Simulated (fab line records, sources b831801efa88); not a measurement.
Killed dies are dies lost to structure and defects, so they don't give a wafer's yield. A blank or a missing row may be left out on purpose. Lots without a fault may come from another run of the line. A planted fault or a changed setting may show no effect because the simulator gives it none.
Which tool did it? | flow gf180mcu | 12 lots, 36 wafers sampled, at 5 steps of a route of 602

WHAT THE GAUGES READ, wafer by wafer
GF_HV_LDD_THK_MEAS_55.
lot  | measured     | on            | HV_LDD_CVD_54_THK (nm)
L288 | day 12 10:50 | film_metro-01 | 9.76 9.87 9.81
L290 | day 12 23:31 | film_metro-03 | 9.93 10.06 10.06
L291 | day 13 07:37 | film_metro-03 | 9.96 10.09 9.91
L292 | day 13 15:34 | film_metro-01 | 10.21 10.07 10.13
L294 | day 14 07:22 | film_metro-04 | 9.94 9.96 10.01
L296 | day 14 20:18 | film_metro-04 | 10.01 10.04 9.86
L300 | day 16 17:23 | film_metro-01 | 9.87 9.83 10.05
L307 | day 18 19:46 | film_metro-04 | 9.87 10.01 10.11
L308 | day 19 01:55 | film_metro-04 | 10.21 10.12 10.18
L310 | day 19 20:45 | film_metro-04 | 9.99 10.09 10.09
L309 | day 19 21:47 | film_metro-03 | 10.10 10.05 10.12
L311 | day 20 09:34 | film_metro-03 | 10.23 10.20 10.18

GF_PSD_RS_MEAS_14: measures by four-point-probe.
lot  | measured     | on            | NSD_RS (ohm/sq)
L288 | day 14 04:50 | film_metro-04 | 46.09 46.30 46.30
L290 | day 14 19:09 | film_metro-03 | 46.00 45.99 46.08
L291 | day 15 03:02 | film_metro-02 | 46.18 46.07 46.16
L292 | day 15 11:23 | film_metro-03 | 46.24 46.19 46.23
L294 | day 16 04:40 | film_metro-03 | 46.06 46.17 46.16
L296 | day 16 19:01 | film_metro-04 | 46.88 46.98 46.95
L300 | day 18 17:37 | film_metro-02 | 46.88 46.73 46.85
L307 | day 20 22:43 | film_metro-03 | 46.26 46.26 46.17
L308 | day 21 04:24 | film_metro-04 | 46.13 46.04 46.02
L310 | day 22 00:03 | film_metro-02 | 46.20 46.20 46.16
L309 | day 22 00:19 | film_metro-02 | 46.20 46.18 46.31
L311 | day 22 10:49 | film_metro-04 | 46.03 46.19 46.20

GF_SAB_THK_MEAS_01.
lot  | measured     | on            | SAB_CVD_00_THK (nm)
L288 | day 14 05:06 | film_metro-02 | 49.8 48.6 50.1
L290 | day 14 19:25 | film_metro-02 | 49.7 49.6 51.3
L291 | day 15 03:18 | film_metro-01 | 50.1 49.9 50.7
L292 | day 15 11:38 | film_metro-02 | 49.3 50.0 50.1
L294 | day 16 04:55 | film_metro-02 | 49.6 50.7 49.2
L296 | day 16 19:16 | film_metro-02 | 49.6 50.6 49.4
L300 | day 18 17:52 | film_metro-03 | 48.2 49.6 49.3
L307 | day 20 22:58 | film_metro-02 | 49.8 50.3 48.6
L308 | day 21 04:39 | film_metro-02 | 47.9 49.1 50.4
L310 | day 22 00:23 | film_metro-01 | 49.6 48.8 49.8
L309 | day 22 00:34 | film_metro-01 | 49.1 50.0 49.1
L311 | day 22 11:06 | film_metro-03 | 49.3 49.4 49.1

WHICH TOOL RAN EACH LOT (tool, then ch and the chambers of the sampled wafers, then the start)
lot  | GF_HV_LDD_STRIP_37                   | GF_NSD_IMPLANT_10
L288 | plasma_asher-03 ch 0,1, day 11 13:32 | implanter-02 ch 0, day 13 08:06
L290 | plasma_asher-02 ch 0,1, day 12 03:02 | implanter-01 ch 0, day 13 21:30
L291 | plasma_asher-04 ch 0,1, day 12 10:20 | implanter-03 ch 0, day 14 05:16
L292 | plasma_asher-04 ch 0,1, day 12 17:34 | implanter-03 ch 0, day 14 13:55
L294 | plasma_asher-02 ch 0,1, day 13 09:29 | implanter-02 ch 0, day 15 06:14
L296 | plasma_asher-03 ch 0,1, day 13 21:27 | implanter-03 ch 0, day 15 20:01
L300 | plasma_asher-02 ch 0,1, day 15 17:23 | implanter-03 ch 0, day 17 17:11
L307 | plasma_asher-02 ch 0,1, day 17 17:44 | implanter-02 ch 0, day 19 22:19
L308 | plasma_asher-04 ch 0,1, day 18 00:11 | implanter-01 ch 0, day 20 04:05
L310 | plasma_asher-02 ch 0,1, day 18 19:01 | implanter-01 ch 0, day 21 00:02
L309 | plasma_asher-04 ch 0,1, day 18 19:59 | implanter-03 ch 0, day 21 00:14
L311 | plasma_asher-04 ch 0,1, day 19 07:56 | implanter-02 ch 0, day 21 11:03
- GF_HV_LDD_STRIP_37: strips in O2/N2.
- GF_NSD_IMPLANT_10

WHAT THE TOOLS THEMSELVES READ (means of the sampled wafers that have a number; where no wafer has one, the mark that the record gives instead)
GF_HV_LDD_STRIP_37.
lot  | tool            | chamber_pressure_mTorr (mTorr) | drypump_motor_current_A (A) | heater_power_w (W) | oes_product_au (a.u.) | strip_time_to_endpoint_s (s)
L288 | plasma_asher-03 | 1500.5                         | 6.0                         | 324                | 0.717                 | 12.63
L290 | plasma_asher-02 | 1500.1                         | 5.6                         | 355                | 0.713                 | 12.62
L291 | plasma_asher-04 | 1500.3                         | 5.6                         | 325                | 0.720                 | 12.66
L292 | plasma_asher-04 | 1499.3                         | 5.8                         | 329                | 0.715                 | 12.68
L294 | plasma_asher-02 | 1499.1                         | 5.6                         | 355                | 0.710                 | 12.61
L296 | plasma_asher-03 | 1500.6                         | 5.8                         | 305                | 0.717                 | 12.62
L300 | plasma_asher-02 | 1501.0                         | 5.4                         | 346                | 0.718                 | 12.64
L307 | plasma_asher-02 | 1500.2                         | 5.4                         | 343                | 0.711                 | 12.63
L308 | plasma_asher-04 | 1499.6                         | 5.8                         | 329                | 0.712                 | 12.66
L310 | plasma_asher-02 | 1500.7                         | 5.6                         | 349                | 0.716                 | 12.65
L309 | plasma_asher-04 | 1500.0                         | 5.8                         | 327                | 0.716                 | 12.63
L311 | plasma_asher-04 | 1499.8                         | 5.8                         | 327                | 0.715                 | 12.63

GF_NSD_IMPLANT_10.
lot  | tool         | beam_energy_keV | dose_ions_cm2 | faraday_current_uA
L288 | implanter-02 | 39.995          | 4.998e+14     | 2834
L290 | implanter-01 | 40.015          | 4.998e+14     | 2782
L291 | implanter-03 | 40.009          | 5.011e+14     | 2809
L292 | implanter-03 | 39.986          | 5.001e+14     | 2801
L294 | implanter-02 | 40.013          | 5.006e+14     | 2807
L296 | implanter-03 | 39.997          | 4.378e+14     | 2422
L300 | implanter-03 | 40.015          | 4.378e+14     | 2494
L307 | implanter-02 | 39.998          | 4.992e+14     | 2781
L308 | implanter-01 | 39.996          | 4.992e+14     | 2837
L310 | implanter-01 | 39.992          | 5.007e+14     | 2814
L309 | implanter-03 | 39.992          | 5.003e+14     | 2758
L311 | implanter-02 | 39.996          | 5.002e+14     | 2791

THE ANSWER, worked out from the rows above alone
Rule: what is usual is taken from the lots themselves. Put in order of their means at a reading, lots are off if they are a third of the lots or fewer, leave a main group of 4 or more, and stand apart from it by a gap of 3 or more times the standard deviation of the main group's means; of several such gaps the widest counts. A main group whose means are all the same, to the digits that the tables above print for the reading, isn't used. A lot without any number at a reading at which 4 lots or more have one is off too. The other lots that the step has rows for count as sound. The gauges are gone through in route order, then the tools' own readings, and for those a lot's mean is taken as printed above. The first step at which some lot is off is used, and at that step the reading that is off furthest; a lot without a number counts as furthest.
Off: L296, L300, at GF_PSD_RS_MEAS_14 (NSD_RS). The main group: mean 46.16 ohm/sq, standard deviation 0.07.
A tool fits if, at a process step before that reading, it ran every lot that is off, and no sound lot after the first of them. The gauges at GF_PSD_RS_MEAS_14 aren't tried: what is off there is off at GF_NSD_IMPLANT_10 too, on other tools, and a gauge's error can't cause that. None of those tried fits.

WHAT THE SIMULATOR HAD PUT IN
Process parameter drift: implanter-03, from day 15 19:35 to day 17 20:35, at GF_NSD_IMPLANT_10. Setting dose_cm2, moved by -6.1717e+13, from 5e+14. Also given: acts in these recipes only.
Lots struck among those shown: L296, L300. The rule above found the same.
